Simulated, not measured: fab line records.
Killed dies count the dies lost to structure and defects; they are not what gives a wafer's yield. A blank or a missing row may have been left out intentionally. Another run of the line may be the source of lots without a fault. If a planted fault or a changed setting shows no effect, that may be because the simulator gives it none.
Which of the tools did it? / flow sky130 / 12 lots with 36 wafers sampled at 4 steps, on a route of 708 steps

== WHAT THE GAUGES SHOWED, per wafer ==
SKY_NWELL_OVL_MEAS_10. Usual: NWELL_00_OVL gives -0.7 nm (standard deviation 1.6).
lot=L945; measured=day 5 15:52; on=overlay-02; NWELL_00_OVL (nm)=0.3 -0.9 -0.2; flag=
lot=L946; measured=day 5 20:08; on=overlay-01; NWELL_00_OVL (nm)=0.1 0.6 2.4; flag=
lot=L949; measured=day 6 14:20; on=overlay-02; NWELL_00_OVL (nm)=1.3 -0.6 -0.2; flag=
lot=L951; measured=day 6 22:59; on=overlay-02; NWELL_00_OVL (nm)=-0.6 -2.1 -2.2; flag=
lot=L952; measured=day 7 02:28; on=overlay-01; NWELL_00_OVL (nm)=0.5 -1.9 -1.5; flag=
lot=L954; measured=day 7 16:38; on=overlay-01; NWELL_00_OVL (nm)=-1.3 -3.0 -3.4; flag=
lot=L955; measured=day 8 01:11; on=overlay-02; NWELL_00_OVL (nm)=0.1 2.1 0.5; flag=
lot=L956; measured=day 8 04:02; on=overlay-01; NWELL_00_OVL (nm)=-2.3 -1.4 -3.3; flag=
lot=L958; measured=day 8 19:16; on=overlay-02; NWELL_00_OVL (nm)=-1.4 0.7 -0.6; flag=
lot=L959; measured=day 9 01:31; on=overlay-01; NWELL_00_OVL (nm)=1.4 -0.6 -0.4; flag=
lot=L960; measured=day 9 03:11; on=overlay-01; NWELL_00_OVL (nm)=-1.5 -0.8 -3.0; flag=
lot=L964; measured=day 10 13:59; on=overlay-01; NWELL_00_OVL (nm)=-2.2 -2.4 -0.5; flag=

SKY_VT_ADJUST_HVTP_OVL_MEAS_08. Usual: VT_ADJUST_HVTP_OVL gives 0.0 nm (standard deviation 1.3).
lot=L945; measured=day 7 06:11; on=overlay-02; VT_ADJUST_HVTP_OVL (nm)=0.4 -0.5 -0.8; flag=
lot=L946; measured=day 7 11:21; on=overlay-02; VT_ADJUST_HVTP_OVL (nm)=3.1 0.8 2.1; flag=
lot=L949; measured=day 8 05:55; on=overlay-02; VT_ADJUST_HVTP_OVL (nm)=0.6 0.9 -0.5; flag=
lot=L951; measured=day 8 15:30; on=overlay-01; VT_ADJUST_HVTP_OVL (nm)=-0.5 1.0 0.9; flag=
lot=L952; measured=day 8 19:52; on=overlay-02; VT_ADJUST_HVTP_OVL (nm)=2.0 1.7 1.4; flag=
lot=L954; measured=day 9 10:45; on=overlay-02; VT_ADJUST_HVTP_OVL (nm)=-1.0 -1.9 -1.0; flag=
lot=L955; measured=day 9 19:12; on=overlay-02; VT_ADJUST_HVTP_OVL (nm)=38.3 39.1 37.8; flag=OFF
lot=L956; measured=day 9 23:01; on=overlay-01; VT_ADJUST_HVTP_OVL (nm)=38.7 37.5 37.4; flag=OFF
lot=L958; measured=day 10 16:29; on=overlay-02; VT_ADJUST_HVTP_OVL (nm)=2.4 2.3 2.1; flag=
lot=L959; measured=day 11 01:02; on=overlay-01; VT_ADJUST_HVTP_OVL (nm)=38.4 38.8 39.6; flag=OFF
lot=L960; measured=day 10 23:56; on=overlay-01; VT_ADJUST_HVTP_OVL (nm)=38.5 38.0 37.1; flag=OFF
lot=L964; measured=day 12 16:06; on=overlay-02; VT_ADJUST_HVTP_OVL (nm)=-0.1 0.6 -0.3; flag=

== WHAT TOOL EACH LOT RAN ON (gives the tool, then ch and the chambers of the sampled wafers, and finally the start) ==
lot=L945; SKY_DNWELL_STRIP_08=plasma_asher-02 ch 0,1, day 4 04:13; SKY_VT_ADJUST_HVTP_EXPOSE_04=iline_stepper-01 ch 0, day 6 20:49
lot=L946; SKY_DNWELL_STRIP_08=plasma_asher-01 ch 0,1, day 4 08:11; SKY_VT_ADJUST_HVTP_EXPOSE_04=iline_stepper-01 ch 0, day 7 01:35
lot=L949; SKY_DNWELL_STRIP_08=plasma_asher-04 ch 0,1, day 5 01:31; SKY_VT_ADJUST_HVTP_EXPOSE_04=iline_stepper-02 ch 0, day 7 20:38
lot=L951; SKY_DNWELL_STRIP_08=plasma_asher-04 ch 0,1, day 5 09:36; SKY_VT_ADJUST_HVTP_EXPOSE_04=iline_stepper-02 ch 0, day 8 05:35
lot=L952; SKY_DNWELL_STRIP_08=plasma_asher-01 ch 0,1, day 5 14:10; SKY_VT_ADJUST_HVTP_EXPOSE_04=iline_stepper-01 ch 0, day 8 09:42
lot=L954; SKY_DNWELL_STRIP_08=plasma_asher-01 ch 0,1, day 6 02:27; SKY_VT_ADJUST_HVTP_EXPOSE_04=iline_stepper-01 ch 0, day 8 23:44
lot=L955; SKY_DNWELL_STRIP_08=plasma_asher-04 ch 0,1, day 6 10:20; SKY_VT_ADJUST_HVTP_EXPOSE_04=iline_stepper-01 ch 0, day 9 09:17
lot=L956; SKY_DNWELL_STRIP_08=plasma_asher-02 ch 0,1, day 6 13:06; SKY_VT_ADJUST_HVTP_EXPOSE_04=iline_stepper-01 ch 0, day 9 12:38
lot=L958; SKY_DNWELL_STRIP_08=plasma_asher-01 ch 0,1, day 7 03:11; SKY_VT_ADJUST_HVTP_EXPOSE_04=iline_stepper-02 ch 0, day 10 05:46
lot=L959; SKY_DNWELL_STRIP_08=plasma_asher-04 ch 0,1, day 7 09:16; SKY_VT_ADJUST_HVTP_EXPOSE_04=iline_stepper-01 ch 0, day 10 13:37
lot=L960; SKY_DNWELL_STRIP_08=plasma_asher-02 ch 0,1, day 7 11:05; SKY_VT_ADJUST_HVTP_EXPOSE_04=iline_stepper-01 ch 0, day 10 12:51
lot=L964; SKY_DNWELL_STRIP_08=plasma_asher-04 ch 0,1, day 8 17:39; SKY_VT_ADJUST_HVTP_EXPOSE_04=iline_stepper-02 ch 0, day 12 03:32
- SKY_DNWELL_STRIP_08: strips in O2/N2.
- SKY_VT_ADJUST_HVTP_EXPOSE_04: exposes mask HVTPM, target cd 380 nm.

== WHAT THE TOOLS THEMSELVES READ (means of the sampled wafers that have a number; where no wafer has one, the mark that the record gives instead) ==
SKY_DNWELL_STRIP_08. Usual: drypump_motor_current_A 5.73 A, standard deviation 0.13; oes_product_au 0.722 a.u., standard deviation 0.0049; strip_time_to_endpoint_s 36.91 s, standard deviation 0.092.
lot=L945; tool=plasma_asher-02; drypump_motor_current_A (A)=5.78; oes_product_au (a.u.)=0.719; strip_time_to_endpoint_s (s)=36.85; flag=
lot=L946; tool=plasma_asher-01; drypump_motor_current_A (A)=5.66; oes_product_au (a.u.)=0.726; strip_time_to_endpoint_s (s)=36.95; flag=
lot=L949; tool=plasma_asher-04; drypump_motor_current_A (A)=5.83; oes_product_au (a.u.)=0.719; strip_time_to_endpoint_s (s)=36.88; flag=
lot=L951; tool=plasma_asher-04; drypump_motor_current_A (A)=5.82; oes_product_au (a.u.)=0.720; strip_time_to_endpoint_s (s)=36.80; flag=
lot=L952; tool=plasma_asher-01; drypump_motor_current_A (A)=5.64; oes_product_au (a.u.)=0.723; strip_time_to_endpoint_s (s)=36.98; flag=
lot=L954; tool=plasma_asher-01; drypump_motor_current_A (A)=5.57; oes_product_au (a.u.)=0.722; strip_time_to_endpoint_s (s)=36.98; flag=
lot=L955; tool=plasma_asher-04; drypump_motor_current_A (A)=5.82; oes_product_au (a.u.)=0.723; strip_time_to_endpoint_s (s)=36.82; flag=
lot=L956; tool=plasma_asher-02; drypump_motor_current_A (A)=5.78; oes_product_au (a.u.)=0.721; strip_time_to_endpoint_s (s)=36.80; flag=
lot=L958; tool=plasma_asher-01; drypump_motor_current_A (A)=5.65; oes_product_au (a.u.)=0.719; strip_time_to_endpoint_s (s)=36.99; flag=
lot=L959; tool=plasma_asher-04; drypump_motor_current_A (A)=5.78; oes_product_au (a.u.)=0.718; strip_time_to_endpoint_s (s)=36.98; flag=
lot=L960; tool=plasma_asher-02; drypump_motor_current_A (A)=5.71; oes_product_au (a.u.)=0.718; strip_time_to_endpoint_s (s)=36.89; flag=
lot=L964; tool=plasma_asher-04; drypump_motor_current_A (A)=5.78; oes_product_au (a.u.)=0.723; strip_time_to_endpoint_s (s)=36.92; flag=

== THE ANSWER, worked out from the rows above alone ==
Rule: lot off if the mean of its wafers having a number is beyond 3 standard deviations from the usual mean. Also off: a lot with no number at a reading for which 4 or more lots have one. Any other lot the step has rows for is counted as sound. The gauges are gone through in route order, then the tools' own readings, and for those a lot's mean is taken as printed above. The first step at which some lot is off is used, and at that step the reading that is off furthest; a lot without a number counts as furthest.
Off: L955, L956, L959, L960, seen at SKY_VT_ADJUST_HVTP_OVL_MEAS_08 (VT_ADJUST_HVTP_OVL).
If a tool, at a process step before that reading, ran all the lots that are off and no sound lot after the first of them, it fits. The gauges at SKY_VT_ADJUST_HVTP_OVL_MEAS_08 are tried like those tools. One candidate fits, namely iline_stepper-01 at SKY_VT_ADJUST_HVTP_EXPOSE_04. Its last sound lot is L954 (day 8 23:44), its first lot that is off L955 (day 9 09:17): a fault that began between those two fits.

== WHAT THE SIMULATOR HAD PUT IN ==
Scanner matching overlay: iline_stepper-01, from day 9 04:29 on, at SKY_VT_ADJUST_HVTP_EXPOSE_04. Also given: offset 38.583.
Shown lots that were struck: L955, L956, L959, L960. The rule above reached the same finding.
